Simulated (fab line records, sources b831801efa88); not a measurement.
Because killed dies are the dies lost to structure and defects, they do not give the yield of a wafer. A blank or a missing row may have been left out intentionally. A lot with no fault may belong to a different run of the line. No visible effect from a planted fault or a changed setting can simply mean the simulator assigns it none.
One fault through the eyes of 2 desks + flow sky130 + each desk holds nothing but its own numbers, with what lay behind them at the end

DESK OF THE TOOL OWNER: rie_diel-04
The tool's own readings at SKY_POLY_CUT_ETCH_11 (etches Si3N4 in CF4/CH2F2/Ar, stops on poly-Si, time 42.5 s, target depth 60 nm): means of the sampled wafers that have a number, for each lot that ran on this tool. If a lot's mean is further than 4 standard deviations from the usual mean, the lot is out of limits and carries the mark OUT (the distance appears in the brackets).
Columns: A = ch2f2_flow_sccm at SKY_POLY_CUT_ETCH_11, usual 20.00 sccm; B = drypump_motor_current_A at SKY_POLY_CUT_ETCH_11, usual 5.7 A; C = oes_product_au at SKY_POLY_CUT_ETCH_11, usual 0.829 a.u.; D = run_length_s at SKY_POLY_CUT_ETCH_11, usual 70.8 s; E = throttle_valve_pct at SKY_POLY_CUT_ETCH_11, usual 14.993 %
| lot  | first seen here | A     | B   | C     | D    | E      |
|------|-----------------|-------|-----|-------|------|--------|
| L356 | day 24 01:42    | 19.99 | 5.7 | 0.841 | 70.4 | 14.989 |
| L357 | day 24 12:56    | 20.03 | 5.7 | 0.820 | 70.8 | 14.998 |
| L365 | day 27 14:08    | 20.00 | 5.8 | 0.845 | 70.2 | 15.002 |
| L366 | day 28 05:15    | 19.98 | 5.7 | 0.831 | 69.7 | 14.994 |
| L368 | day 28 15:17    | 20.06 | 5.8 | 0.846 | 70.2 | 14.994 |
| L376 | day 31 07:50    | 20.01 | 5.7 | 0.823 | 70.4 | 14.991 |
| L377 | day 31 10:08    | 19.96 | 6.0 | 0.836 | 70.5 | 14.993 |
| L379 | day 32 05:44    | 20.00 | 5.8 | 0.834 | 70.7 | 14.993 |
This desk found nothing out of limits on any of the 8 lots.

FROM THE METROLOGY DESK
What the gauges read, lot by lot, whatever tool the lot ran on: means of the sampled wafers that have a number. If a lot's mean is further than 4 standard deviations from the usual mean, the lot is out of limits and carries the mark OUT (the distance appears in the brackets).
Columns: A = cd_nm at SKY_POLY_GATE_CD_MEAS_22, usual 151.6 nm; B = LDD_HVP_OVL at SKY_LDD_HVP_OVL_MEAS_07, usual -1.1 nm
| lot  | first seen here | A     | B    |
|------|-----------------|-------|------|
| L356 | day 16 07:56    | 151.2 | -1.5 |
| L357 | day 16 19:17    | 153.2 | -0.2 |
| L358 | day 17 11:01    | 150.1 | -0.7 |
| L359 | day 17 22:20    | 152.0 | -2.9 |
| L365 | day 19 23:29    | 153.5 | -3.0 |
| L366 | day 20 15:25    | 148.6 | 0.9  |
| L368 | day 21 01:50    | 149.7 | -1.2 |
| L371 | day 21 20:22    | 152.6 | -1.4 |
| L375 | day 23 15:18    | 149.2 | 1.5  |
| L376 | day 23 23:20    | 150.3 | -2.8 |
| L377 | day 24 01:25    | 151.8 | -1.6 |
| L378 | day 24 06:59    | 152.3 | 0.9  |
| L379 | day 24 23:08    | 147.2 | 0.1  |
This desk found nothing out of limits on any of the 13 lots.

TAKEN TOGETHER
The tool owner's desk saw nothing out of limits.
At the metrology desk, nothing out of limits was observed.

WHAT THE SIMULATOR HAD INSERTED
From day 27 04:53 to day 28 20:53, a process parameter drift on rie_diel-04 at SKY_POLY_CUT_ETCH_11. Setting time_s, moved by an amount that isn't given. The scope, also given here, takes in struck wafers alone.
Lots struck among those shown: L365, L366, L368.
